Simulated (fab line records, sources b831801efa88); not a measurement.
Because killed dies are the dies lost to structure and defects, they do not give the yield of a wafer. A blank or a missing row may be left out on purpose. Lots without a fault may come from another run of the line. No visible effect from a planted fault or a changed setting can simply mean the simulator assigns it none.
fab line records    flow gf180mcu
record: lots: 5  wafers: 23
route steps=602 shown POLY_GATE@173 HV_LDD@182 NSD@241 PSD@251 CONTACT@287
start-h: hours from the record's opening day to when the first of the lot's shown wafers began    wait-h: how many hours have passed since the lot's step before this one    " the same as in the row above    L1.1+2: a row that stands for several wafers    - no value, or no start given    * or withheld: withheld    < > ~ a bound
route shown NAME@n: a module of which the file shows steps, and the number in the route of the first    usual: mean/standard deviation taken from wafers without a fault    same: alike in all rows    chamber/n: place in a boat    sites: each site's reading    _std_site: standard deviation across them    _edge_site: outer sites' mean less inner sites'    radius-mm: how far each site lies from the wafer's centre    mask NAME#n: copy n    behind: the tool/chamber that last shaped the wafer    hold: the reason the lot was held/the length of the hold in hours/how it ended    device: the transistor (n, p or np) that didn't switch    end of line: the route-end tests of the same wafers    where a step has no rows: the recipe by itself    killed: at the first sort, the dies lost to defects and structure; wafer yield is something else    map: a wafer's dies, x killed, . not, _ none there
set.NAME: the setting as run; set.NAME@STEP: as run at that earlier step    model.NAME: the simulator's own value behind a step, which no gauge read
lots run with intentionally changed settings; tables by step, rows by wafer
== steps ==
step: GF_POLY_GATE_OXIDATION_16
recipe: temp-c: 850  ambient: O2  stabilise-s: 600  purge-s: 300  target-thk-a: 40  ox-time-s: 899
lot.wafer  tool        chamber  start-h  wait-h  set.temp-c  model.SiO2_of_POLY_GATE_OXIDATION_16.thk-nm
L074.1+2   -           -        -        0.0     850         3.998
L074.3     "           -        "        "       850         3.996
L074.4     "           -        "        "       850         4.034
L074.6     "           -        "        "       850         4.02
L075.1     -           -        -        3.7     856.9       4.459
L075.2     "           -        "        "       856.9       4.384
L075.3+6   "           -        "        "       856.9       4.413
L075.5     "           -        "        "       856.9       4.401
L077.1     -           -        -        1.6     844.5       3.673
L077.2     "           -        "        "       844.5       3.685
L077.4     "           -        "        "       844.5       3.708
L077.5     "           -        "        "       844.5       3.714
L077.6     "           -        "        "       844.5       3.689
L080.1     furnace-02  0        244.10   0.0     850         4.139
L080.3     "           0        "        "       850         4.101
L080.5     "           0        "        "       850         4.142
L081.1     -           -        -        0.0     842.6       3.608
L081.2     "           -        "        "       842.6       3.518
L081.3+4   "           -        "        "       842.6       3.601
L081.6     "           -        "        "       842.6       3.611
step: GF_POLY_GATE_THK_MEAS_17
recipe: reads: SiO2_of_POLY_GATE_OXIDATION_16
usual: POLY_GATE_OXIDATION_THK: 4.01/0.077
lot.wafer  tool           chamber  start-h  wait-h  set.temp-c@POLY_GATE_OXIDATION_16  POLY_GATE_OXIDATION_THK[nm]
L074.1     film-metro-03  -        -        -       850                                4.00
L074.2     "              -        "        "       850                                3.99
L074.3     "              -        "        "       850                                3.99
L074.4     "              -        "        "       850                                4.03
L074.6     "              -        "        "       850                                4.01
L075.1     film-metro-04  -        -        -       856.9                              4.48
L075.2     "              -        "        "       856.9                              4.41
L075.3     "              -        "        "       856.9                              4.39
L075.5     "              -        "        "       856.9                              4.41
L075.6     "              -        "        "       856.9                              4.43
L077.1     film-metro-02  -        -        -       844.5                              3.67
L077.2     "              -        "        "       844.5                              3.72
L077.4     "              -        "        "       844.5                              3.69
L077.5     "              -        "        "       844.5                              3.70
L077.6     "              -        "        "       844.5                              3.71
L080.1     film-metro-04  -        245.35   0.0     850                                4.13
L080.3     "              -        "        "       850                                4.12
L080.5     "              -        "        "       850                                4.13
L081.1     film-metro-02  -        -        -       842.6                              3.62
L081.2     "              -        "        "       842.6                              3.52
L081.3     "              -        "        "       842.6                              3.57
L081.4     "              -        "        "       842.6                              3.61
L081.6     "              -        "        "       842.6                              3.66
step: GF_POLY_GATE_CD_MEAS_18
usual: cd-nm: 279.0/1.5
lot.wafer  tool       chamber  start-h  wait-h  set.peb-temp-c@POLY_GATE_PEB_08  cd-nm
L074.1     cd-sem-01  -        200.16   0.1     135                              280.5
L074.2     "          -        "        "       131.6                            287.5
L074.3     "          -        "        "       131.6                            289.6
L074.4     "          -        "        "       135                              278.6
L074.6     "          -        "        "       131.6                            287.8
L075.1     cd-sem-02  -        215.69   0.1     135                              278.9
L075.2     "          -        "        "       132.2                            287.3
L075.3     "          -        "        "       135                              277.9
L075.5     "          -        "        "       132.2                            286.9
L075.6     "          -        "        "       132.2                            289.1
L077.1     cd-sem-02  -        225.59   0.1     137.7                            270.5
L077.2     "          -        "        "       137.7                            274.4
L077.4     "          -        "        "       135                              280.2
L077.5     "          -        "        "       135                              278.6
L077.6     "          -        "        "       135                              279.1
L080.1     cd-sem-02  -        245.41   0.1     135                              276.8
L080.3     "          -        "        "       135                              279.0
L080.5     "          -        "        "       135                              281.5
L081.1     cd-sem-02  -        254.79   0.1     135                              277.8
L081.2     "          -        "        "       135                              281.0
L081.3     "          -        "        "       135                              280.3
L081.4     "          -        "        "       135                              278.8
L081.6     "          -        "        "       135                              280.3
step: GF_HV_LDD_DEVELOP_06
recipe: develop-time-s: 60  dev-temp-c: 23
lot.wafer       tool            chamber  start-h  wait-h  set.develop-time-s
L074.1+2+3+4+6  litho-track-04  0        217.71   0.1     60
L075.1+2+5      litho-track-01  0        231.53   0.1     60
L075.3+6        "               0        "        "       62.72
L077.1+2+5      litho-track-01  0        243.18   0.1     60
L077.4+6        "               0        "        "       68.64
L080.1+3+5      litho-track-01  0        264.03   0.1     60
L081.1+2+3      litho-track-01  0        273.58   0.1     63.99
L081.4+6        "               0        "        "       60
step: GF_HV_LDD_CD_MEAS_07
recipe: target-cd-nm: 400
usual: cd-nm: 401.2/1.8
lot.wafer  tool       chamber  start-h  wait-h  set.develop-time-s@HV_LDD_DEVELOP_06  cd-nm
L074.1     cd-sem-02  -        217.86   0.1     60                                    400.0
L074.2     "          -        "        "       60                                    400.8
L074.3     "          -        "        "       60                                    400.4
L074.4     "          -        "        "       60                                    400.1
L074.6     "          -        "        "       60                                    401.9
L075.1     cd-sem-02  -        231.68   0.1     60                                    402.8
L075.2     "          -        "        "       60                                    405.6
L075.3     "          -        "        "       62.72                                 409.3
L075.5     "          -        "        "       60                                    403.2
L075.6     "          -        "        "       62.72                                 409.6
L077.1     cd-sem-02  -        243.33   0.1     60                                    400.2
L077.2     "          -        "        "       60                                    398.4
L077.4     "          -        "        "       68.64                                 410.3
L077.5     "          -        "        "       60                                    396.7
L077.6     "          -        "        "       68.64                                 413.2
L080.1     cd-sem-01  -        264.18   0.1     60                                    400.6
L080.3     "          -        "        "       60                                    401.3
L080.5     "          -        "        "       60                                    400.2
L081.1     cd-sem-02  -        273.73   0.1     63.99                                 404.4
L081.2     "          -        "        "       63.99                                 408.6
L081.3     "          -        "        "       63.99                                 408.2
L081.4     "          -        "        "       60                                    401.2
L081.6     "          -        "        "       60                                    401.0
step: GF_HV_LDD_COAT_26
recipe: resist: NOVOLAK  spin-rpm: 3000  resist-thk-nm: 1000
lot.wafer  tool            chamber  start-h  wait-h  set.resist-thk-nm  model.NOVOLAK_of_HV_LDD_COAT_26.thk-nm
L074.1+3   litho-track-04  0        244.06   0.1     956.8              958.9
L074.2     "               0        "        "       1000               1001
L074.4     "               0        "        "       1000               999.7
L074.6     "               0        "        "       956.8              959.5
L075.1     litho-track-04  0        259.61   0.1     943.9              942.4
L075.2     "               0        "        "       943.9              944.2
L075.3     "               0        "        "       1000               1001
L075.5     "               0        "        "       1000               1002
L075.6     "               0        "        "       1000               1000
L077.1+5   litho-track-03  0        271.18   0.1     1000               1003
L077.2     "               0        "        "       972.8              972.8
L077.4     "               0        "        "       972.8              971.2
L077.6     "               0        "        "       1000               1002
L080.1     litho-track-04  0        294.31   0.1     1000               1001
L080.3     "               0        "        "       1000               996.7
L080.5     "               0        "        "       1000               997.3
L081.1     litho-track-04  0        305.26   0.1     962.2              961.1
L081.2     "               0        "        "       962.2              960.4
L081.3     "               0        "        "       1000               1002
L081.4+6   "               0        "        "       1000               1001
step: GF_HV_LDD_IMPLANT_34
recipe: species: P  energy-kev: 60  dose-cm2: 7.5e+12  tilt-deg: 30  rotation-deg: 90
lot.wafer       tool          chamber  start-h  wait-h  set.tilt-deg
L074.1+2+3      implanter-01  0        253.68   0.1     30
L074.4+6        "             0        "        "       32.35
L075.1+2+3+5+6  implanter-02  0        269.48   0.1     30
L077.1+2+4      implanter-02  0        281.53   0.1     30
L077.5+6        "             0        "        "       34.96
L080.1+3+5      implanter-01  0        305.03   0.1     30
L081.1+3+6      implanter-01  0        316.23   0.1     30
L081.2+4        "             0        "        "       25.57
step: GF_HV_LDD_IMPLANT_35
recipe: species: P  energy-kev: 60  dose-cm2: 7.5e+12  tilt-deg: 30  rotation-deg: 180
step: GF_HV_LDD_IMPLANT_36
recipe: species: P  energy-kev: 60  dose-cm2: 7.5e+12  tilt-deg: 30  rotation-deg: 270
step: GF_HV_LDD_STRIP_37
recipe: chemistry: O2/N2  power-w: 1400  pressure-mtorr: 1500  platen-temp-c: 250  o2-flow-sccm: 3000  n2-flow-sccm: 300  overash-fraction: 0.5
usual: strip-time-to-endpoint-s: 12.625/0.027
lot.wafer  tool             chamber  start-h  wait-h  set.resist-thk-nm@HV_LDD_COAT_26  strip-time-to-endpoint-s
L074.1     plasma-asher-04  1        254.13   0.1     956.8                             12.145
L074.2     "                0        "        "       1000                              12.631
L074.3     "                1        "        "       956.8                             12.154
L074.4     "                0        "        "       1000                              12.623
L074.6     "                0        "        "       956.8                             12.159
L075.1     plasma-asher-01  0        269.93   0.1     943.9                             11.953
L075.2     "                1        "        "       943.9                             11.978
L075.3     "                0        "        "       1000                              12.630
L075.5     "                1        "        "       1000                              12.669
L075.6     "                0        "        "       1000                              12.624
L077.1     plasma-asher-04  1        281.98   0.1     1000                              12.668
L077.2     "                0        "        "       972.8                             12.323
L077.4     "                0        "        "       972.8                             12.305
L077.5     "                0        "        "       1000                              12.679
L077.6     "                1        "        "       1000                              12.641
L080.1     plasma-asher-04  0        305.48   0.1     1000                              12.637
L080.3     "                0        "        "       1000                              12.588
L080.5     "                0        "        "       1000                              12.589
L081.1     plasma-asher-01  0        316.68   0.1     962.2                             12.181
L081.2     "                1        "        "       962.2                             12.162
L081.3     "                1        "        "       1000                              12.663
L081.4     "                0        "        "       1000                              12.637
L081.6     "                0        "        "       1000                              12.631
step: GF_HV_LDD_COAT_41
recipe: resist: NOVOLAK  spin-rpm: 3000  resist-thk-nm: 1000
lot.wafer  tool            chamber  start-h  wait-h  set.spin-rpm  model.NOVOLAK_of_HV_LDD_COAT_41.thk-nm
L074.1     litho-track-03  0        263.48   0.1     3000          999.7
L074.2     "               0        "        "       3000          1000
L074.3     "               0        "        "       3089          986
L074.4     "               0        "        "       3089          983.7
L074.6     "               0        "        "       3089          981.3
L075.1     litho-track-01  0        279.93   0.1     3000          1000
L075.2     "               0        "        "       3201          968.4
L075.3     "               0        "        "       3000          998.7
L075.5     "               0        "        "       3000          1002
L075.6     "               0        "        "       3201          965.2
L077.1     litho-track-03  0        291.93   0.1     3224          965.6
L077.2     "               0        "        "       3224          968.6
L077.4+5   "               0        "        "       3000          1003
L077.6     "               0        "        "       3224          967.2
L080.1+5   litho-track-04  0        315.41   0.1     3000          1004
L080.3     "               0        "        "       3000          1002
L081.1     litho-track-03  0        327.18   0.1     3080          984.3
L081.2     "               0        "        "       3080          982.9
L081.3     "               0        "        "       3000          994.1
L081.4     "               0        "        "       3080          980.7
L081.6     "               0        "        "       3000          996.7
step: GF_HV_LDD_SOFTBAKE_42
recipe: temp-c: 90  time-s: 60  resist: NOVOLAK
step: GF_HV_LDD_EXPOSE_43
recipe: mask-id: Pplus_HV_AREA  target-cd-nm: 400  na: 0.6  source-shape: conventional  sigma-outer: 0.6  dose-mj: 140
step: GF_HV_LDD_PEB_44
recipe: temp-c: withheld  time-s: *  resist: NOVOLAK
step: GF_HV_LDD_DEVELOP_45
recipe: develop-time-s: 57.46  dev-temp-c: 23
lot.wafer  tool            chamber  start-h  wait-h  set.spin-rpm@HV_LDD_COAT_41  model.HV_LDD.cd-nm
L074.1     litho-track-01  0        272.68   0.1     3000                         397.6
L074.2     "               0        "        "       3000                         395.5
L074.3     "               0        "        "       3089                         397.4
L074.4     "               0        "        "       3089                         398.5
L074.6     "               0        "        "       3089                         397.9
L075.1     litho-track-04  0        289.76   0.1     3000                         394.3
L075.2     "               0        "        "       3201                         398.8
L075.3     "               0        "        "       3000                         393.8
L075.5     "               0        "        "       3000                         394.8
L075.6     "               0        "        "       3201                         398.4
L077.1     litho-track-04  0        302.51   0.1     3224                         398.1
L077.2     "               0        "        "       3224                         396.7
L077.4     "               0        "        "       3000                         393.6
L077.5     "               0        "        "       3000                         394.1
L077.6     "               0        "        "       3224                         397.6
L080.1     litho-track-04  0        326.51   0.1     3000                         399.2
L080.3     "               0        "        "       3000                         401.5
L080.5     "               0        "        "       3000                         398.9
L081.1     litho-track-03  0        337.83   0.1     3080                         399.9
L081.2     "               0        "        "       3080                         401.3
L081.3     "               0        "        "       3000                         398.4
L081.4     "               0        "        "       3080                         401.5
L081.6     "               0        "        "       3000                         397.4
step: GF_HV_LDD_IMPLANT_48
recipe: species: B  energy-kev: 25  dose-cm2: 3e+13  tilt-deg: 7
lot.wafer       tool          chamber  start-h  wait-h  set.energy-kev  model.implant.rp-nm  model.implant.drp-nm
L074.1+2+6      implanter-02  0        272.98   0.0     25.85           83.72                37.04
L074.3+4        "             0        "        "       25              81                   35.62
L075.1+2+6      implanter-01  0        290.07   0.0     25.85           85.66                37.04
L075.3+5        "             0        "        "       25              82.88                35.62
L077.1+2+4+5+6  implanter-01  0        302.82   0.0     25              81.46                35.62
L080.1+3+5      implanter-04  0        326.82   0.0     25              82.96                35.62
L081.1+2+6      implanter-01  0        338.13   0.0     23.92           76.68                33.82
L081.3+4        "             0        "        "       25              80.09                35.62
step: GF_HV_LDD_STRIP_49
recipe: chemistry: O2/N2  power-w: 1400  pressure-mtorr: 1500  platen-temp-c: 250  o2-flow-sccm: 3000  n2-flow-sccm: 300  overash-fraction: 0.5
usual: strip-time-to-endpoint-s: 12.62/0.031
lot.wafer  tool             chamber  start-h  wait-h  set.spin-rpm@HV_LDD_COAT_41  strip-time-to-endpoint-s
L074.1     plasma-asher-02  0        273.13   0.1     3000                         12.62
L074.2     "                1        "        "       3000                         12.61
L074.3     "                1        "        "       3089                         12.47
L074.4     "                0        "        "       3089                         12.44
L074.6     "                1        "        "       3089                         12.41
L075.1     plasma-asher-04  1        290.22   0.1     3000                         12.63
L075.2     "                0        "        "       3201                         12.25
L075.3     "                0        "        "       3000                         12.61
L075.5     "                1        "        "       3000                         12.66
L075.6     "                0        "        "       3201                         12.21
L077.1     plasma-asher-01  1        302.97   0.1     3224                         12.24
L077.2     "                0        "        "       3224                         12.25
L077.4     "                0        "        "       3000                         12.67
L077.5     "                1        "        "       3000                         12.66
L077.6     "                0        "        "       3224                         12.25
L080.1     plasma-asher-04  1        326.97   0.1     3000                         12.69
L080.3     "                0        "        "       3000                         12.67
L080.5     "                1        "        "       3000                         12.66
L081.1     plasma-asher-04  0        338.28   0.1     3080                         12.45
L081.2     "                1        "        "       3080                         12.41
L081.3     "                1        "        "       3000                         12.56
L081.4     "                0        "        "       3080                         12.40
L081.6     "                1        "        "       3000                         12.58
step: GF_NSD_DEVELOP_06
recipe: develop-time-s: 60  dev-temp-c: 23
lot.wafer       tool            chamber  start-h  wait-h  set.dev-temp-c
L074.1+2+4      litho-track-01  0        295.98   0.1     23
L074.3+6        "               0        "        "       25.66
L075.1+2+3+5+6  litho-track-01  0        314.28   0.1     23
L077.1+2        litho-track-01  0        327.33   0.1     23
L077.4+5+6      "               0        "        "       20.78
L080.1+3+5      litho-track-03  0        351.78   0.1     23
L081.1+4+6      litho-track-01  0        363.63   0.1     23
L081.2+3        "               0        "        "       19.34
step: GF_NSD_CD_MEAS_07
recipe: target-cd-nm: 400
usual: cd-nm: 400.5/2
lot.wafer  tool       chamber  start-h  wait-h  set.dev-temp-c@NSD_DEVELOP_06  cd-nm
L074.1     cd-sem-01  -        296.13   0.1     23                             400.1
L074.2     "          -        "        "       23                             400.9
L074.3     "          -        "        "       25.66                          392.0
L074.4     "          -        "        "       23                             400.5
L074.6     "          -        "        "       25.66                          391.8
L075.1     cd-sem-01  -        314.43   0.1     23                             403.1
L075.2     "          -        "        "       23                             399.8
L075.3     "          -        "        "       23                             400.0
L075.5     "          -        "        "       23                             401.5
L075.6     "          -        "        "       23                             402.6
L077.1     cd-sem-01  -        327.48   0.1     23                             401.3
L077.2     "          -        "        "       23                             401.0
L077.4     "          -        "        "       20.78                          407.4
L077.5     "          -        "        "       20.78                          408.7
L077.6     "          -        "        "       20.78                          408.1
L080.1     cd-sem-02  -        351.93   0.1     23                             398.8
L080.3     "          -        "        "       23                             397.8
L080.5     "          -        "        "       23                             396.3
L081.1     cd-sem-02  -        363.78   0.1     23                             400.0
L081.2     "          -        "        "       19.34                          414.2
L081.3     "          -        "        "       19.34                          414.8
L081.4     "          -        "        "       23                             400.1
L081.6     "          -        "        "       23                             403.2
step: GF_NSD_IMPLANT_10
recipe: species: P  energy-kev: 40  dose-cm2: 5e+14  tilt-deg: 7
lot.wafer       tool          chamber  start-h  wait-h  set.dose-cm2
L074.1+2+3+4+6  implanter-01  0        296.43   0.1     5e+14
L075.1+5+6      implanter-01  0        314.73   0.1     5e+14
L075.2+3        "             0        "        "       5.289e+14
L077.1+6        implanter-01  0        327.78   0.1     4.361e+14
L077.2+4+5      "             0        "        "       5e+14
L080.1+3+5      implanter-03  0        352.23   0.1     5e+14
L081.1+3+6      implanter-01  0        364.08   0.1     5.819e+14
L081.2+4        "             0        "        "       5e+14
step: GF_NSD_STRIP_11
recipe: chemistry: O2/N2  power-w: 1400  pressure-mtorr: 1500  platen-temp-c: 250  o2-flow-sccm: 3000  n2-flow-sccm: 300  overash-fraction: 0.5
usual: strip-time-to-endpoint-s: 22.97/0.031
lot.wafer  tool             chamber  start-h  wait-h  set.dose-cm2@NSD_IMPLANT_10  strip-time-to-endpoint-s
L074.1     plasma-asher-01  1        296.58   0.1     5e+14                        22.97
L074.2     "                0        "        "       5e+14                        22.97
L074.3     "                0        "        "       5e+14                        22.99
L074.4     "                1        "        "       5e+14                        23.00
L074.6     "                0        "        "       5e+14                        22.98
L075.1     plasma-asher-03  0        314.88   0.1     5e+14                        22.94
L075.2     "                1        "        "       5.289e+14                    22.98
L075.3     "                0        "        "       5.289e+14                    22.99
L075.5     "                1        "        "       5e+14                        22.93
L075.6     "                0        "        "       5e+14                        22.93
L077.1     plasma-asher-01  0        327.93   0.1     4.361e+14                    22.90
L077.2     "                1        "        "       5e+14                        22.99
L077.4     "                0        "        "       5e+14                        23.02
L077.5     "                1        "        "       5e+14                        22.97
L077.6     "                0        "        "       4.361e+14                    22.94
L080.1     plasma-asher-01  1        352.38   0.1     5e+14                        22.92
L080.3     "                1        "        "       5e+14                        22.94
L080.5     "                0        "        "       5e+14                        22.93
L081.1     plasma-asher-01  1        364.23   0.1     5.819e+14                    23.04
L081.2     "                0        "        "       5e+14                        22.97
L081.3     "                1        "        "       5.819e+14                    23.07
L081.4     "                0        "        "       5e+14                        22.98
L081.6     "                0        "        "       5.819e+14                    23.06
step: GF_PSD_SOFTBAKE_03
recipe: temp-c: 90  time-s: 60  resist: NOVOLAK
lot.wafer       tool            chamber  start-h  wait-h  set.temp-c
L074.1+4        litho-track-03  0        307.03   0.1     87.51
L074.2+3+6      "               0        "        "       90
L075.1+5        litho-track-03  0        325.78   0.1     90
L075.2+3+6      "               0        "        "       92.72
L077.1+2+4+5+6  litho-track-02  0        338.67   0.1     90
L080.1+3+5      litho-track-03  0        363.58   0.1     90
L081.1+2+4      litho-track-04  0        375.76   0.1     90
L081.3+6        "               0        "        "       91.93
step: GF_PSD_EXPOSE_04
recipe: mask-id: Pplus  target-cd-nm: 400  na: 0.6  source-shape: conventional  sigma-outer: 0.6  dose-mj: 140
step: GF_PSD_PEB_05
recipe: temp-c: withheld  time-s: *  resist: NOVOLAK
step: GF_PSD_CLEAN_12
recipe: chemistry: SC1/SC2  mix: 1:4:20  temp-c: 70  time-s: 150  dry: n2-spin
step: GF_PSD_RTA_13
recipe: temp-c: 1025  time-s: 20  ambient: N2
step: GF_PSD_RS_MEAS_14
recipe: thk-meas-gauge: four-point-probe
usual: NSD_RS: 46.11/0.068
lot.wafer  tool           chamber  start-h  wait-h  set.dose-cm2@NSD_IMPLANT_10  NSD_RS[ohm/sq]
L074.1     film-metro-01  -        318.03   0.1     5e+14                        46.06
L074.2     "              -        "        "       5e+14                        46.08
L074.3     "              -        "        "       5e+14                        46.13
L074.4     "              -        "        "       5e+14                        45.99
L074.6     "              -        "        "       5e+14                        46.19
L075.1     film-metro-04  -        337.56   0.1     5e+14                        46.21
L075.2     "              -        "        "       5.289e+14                    45.83
L075.3     "              -        "        "       5.289e+14                    45.73
L075.5     "              -        "        "       5e+14                        46.28
L075.6     "              -        "        "       5e+14                        46.30
L077.1     film-metro-04  -        350.42   0.1     4.361e+14                    46.93
L077.2     "              -        "        "       5e+14                        46.03
L077.4     "              -        "        "       5e+14                        46.16
L077.5     "              -        "        "       5e+14                        46.15
L077.6     "              -        "        "       4.361e+14                    46.93
L080.1     film-metro-02  -        375.94   0.1     5e+14                        46.13
L080.3     "              -        "        "       5e+14                        46.08
L080.5     "              -        "        "       5e+14                        46.14
L081.1     film-metro-01  -        387.92   0.1     5.819e+14                    45.17
L081.2     "              -        "        "       5e+14                        46.12
L081.3     "              -        "        "       5.819e+14                    45.12
L081.4     "              -        "        "       5e+14                        46.06
L081.6     "              -        "        "       5.819e+14                    45.07
step: GF_CONTACT_CVD_00
recipe: material: SiO2  target-thk-nm: 300  sigma-open-frac: 0.3  temp-c: 400  time-s: 50  sih4-flow-sccm: 60  pressure-mtorr: 6
lot.wafer  tool       chamber  start-h  wait-h  set.sih4-flow-sccm  model.SiO2_of_CONTACT_CVD_00.thk-nm
L074.1     hdpcvd-01  0        340.79   0.1     60                  301
L074.2     "          2        "        "       60                  296.6
L074.3     "          1        "        "       60                  293.9
L074.4     "          0        "        "       60                  297.6
L074.6     "          2        "        "       60                  295.5
L075.1     hdpcvd-01  0        361.55   0.1     60                  304.1
L075.2     "          1        "        "       60                  296.4
L075.3     "          2        "        "       60                  296.3
L075.5     "          2        "        "       68.69               342.5
L075.6     "          0        "        "       68.69               346
L077.1     hdpcvd-02  2        374.47   0.1     60                  299.2
L077.2     "          1        "        "       60                  302.8
L077.4     "          1        "        "       60                  301.2
L077.5     "          0        "        "       60                  301.3
L077.6     "          2        "        "       60                  299.3
L080.1     hdpcvd-01  1        400.93   0.1     60                  299.9
L080.3     "          0        "        "       60                  300.9
L080.5     "          1        "        "       60                  297.9
L081.1     hdpcvd-01  2        413.63   0.1     60                  295.3
L081.2     "          1        "        "       56.7                280.6
L081.3     "          0        "        "       56.7                286.8
L081.4     "          2        "        "       60                  296.8
L081.6     "          1        "        "       56.7                280.8
step: GF_CONTACT_THK_MEAS_01
recipe: reads: SiO2_of_CONTACT_CVD_00
usual: CONTACT_CVD_00_THK: 299/3.1
lot.wafer  tool           chamber  start-h  wait-h  set.sih4-flow-sccm@CONTACT_CVD_00  CONTACT_CVD_00_THK[nm]
L074.1     film-metro-04  -        340.83   0.0     60                                 301
L074.2     "              -        "        "       60                                 296
L074.3     "              -        "        "       60                                 294
L074.4     "              -        "        "       60                                 298
L074.6     "              -        "        "       60                                 296
L075.1     film-metro-01  -        361.59   0.0     60                                 304
L075.2     "              -        "        "       60                                 297
L075.3     "              -        "        "       60                                 297
L075.5     "              -        "        "       68.69                              343
L075.6     "              -        "        "       68.69                              346
L077.1     film-metro-03  -        374.51   0.0     60                                 299
L077.2     "              -        "        "       60                                 303
L077.4     "              -        "        "       60                                 301
L077.5     "              -        "        "       60                                 301
L077.6     "              -        "        "       60                                 299
L080.1     film-metro-01  -        401.00   0.0     60                                 300
L080.3     "              -        "        "       60                                 301
L080.5     "              -        "        "       60                                 298
L081.1     film-metro-03  -        413.67   0.0     60                                 295
L081.2     "              -        "        "       56.7                               281
L081.3     "              -        "        "       56.7                               287
L081.4     "              -        "        "       60                                 297
L081.6     "              -        "        "       56.7                               281
== key ==
split: step: GF_POLY_GATE_OXIDATION_16  setting: temp-c  stated: 850  by: lot
response: step: GF_POLY_GATE_OXIDATION_16  reading: model.SiO2_of_POLY_GATE_OXIDATION_16.thk-nm  change: +0.498  per: 1%  r: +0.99
response: step: GF_POLY_GATE_THK_MEAS_17  reading: POLY_GATE_OXIDATION_THK  change: +0.499  per: 1%  r: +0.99
split: step: GF_HV_LDD_DEVELOP_06  setting: develop-time-s  stated: 60  by: wafer
response: step: GF_HV_LDD_CD_MEAS_07  reading: cd-nm  change: +0.947  per: 1%  r: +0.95
split: step: GF_HV_LDD_COAT_26  setting: resist-thk-nm  stated: 1000  by: wafer
response: step: GF_HV_LDD_COAT_26  reading: model.NOVOLAK_of_HV_LDD_COAT_26.thk-nm  change: +10.3  per: 1%  r: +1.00
response: step: GF_HV_LDD_STRIP_37  reading: strip-time-to-endpoint-s  change: *  per: 1%  r: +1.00
split: step: GF_HV_LDD_IMPLANT_34  setting: tilt-deg  stated: 30  by: wafer
response none clear
split: step: GF_HV_LDD_COAT_41  setting: spin-rpm  stated: 3000  by: wafer
response: step: GF_HV_LDD_COAT_41  reading: model.NOVOLAK_of_HV_LDD_COAT_41.thk-nm  change: -4.91  per: 1%  r: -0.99
response: step: GF_HV_LDD_DEVELOP_45  reading: model.HV_LDD.cd-nm  change: +0.577  per: 1%  r: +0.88
response: step: GF_HV_LDD_STRIP_49  reading: strip-time-to-endpoint-s  change: *  per: 1%  r: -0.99
split: step: GF_HV_LDD_IMPLANT_48  setting: energy-kev  stated: 25  by: wafer
response: step: GF_HV_LDD_IMPLANT_48  reading: model.implant.rp-nm  change: +0.8  per: 1%  r: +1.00
response: step: GF_HV_LDD_IMPLANT_48  reading: model.implant.drp-nm  change: +0.417  per: 1%  r: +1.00
split: step: GF_NSD_DEVELOP_06  setting: dev-temp-c  stated: 23  by: wafer
response: step: GF_NSD_CD_MEAS_07  reading: cd-nm  change: -0.793  per: 1%  r: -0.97
split: step: GF_NSD_IMPLANT_10  setting: dose-cm2  stated: 5e+14  by: wafer
response: step: GF_NSD_STRIP_11  reading: strip-time-to-endpoint-s  change: *  per: 1%  r: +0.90
response: step: GF_PSD_RS_MEAS_14  reading: NSD_RS  change: -0.0626  per: 1%  r: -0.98
split: step: GF_PSD_SOFTBAKE_03  setting: temp-c  stated: 90  by: wafer
response none clear
split: step: GF_CONTACT_CVD_00  setting: sih4-flow-sccm  stated: 60  by: wafer
response: step: GF_CONTACT_CVD_00  reading: model.SiO2_of_CONTACT_CVD_00.thk-nm  change: +3.04  per: 1%  r: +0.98
response: step: GF_CONTACT_THK_MEAS_01  reading: CONTACT_CVD_00_THK  change: +3.04  per: 1%  r: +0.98
split outside-this-file step=GF_POLY_GATE_PEB_08 setting=peb-temp-c
split outside-this-file: this setting was split too, and the file shows its column; the key of that split is in another file
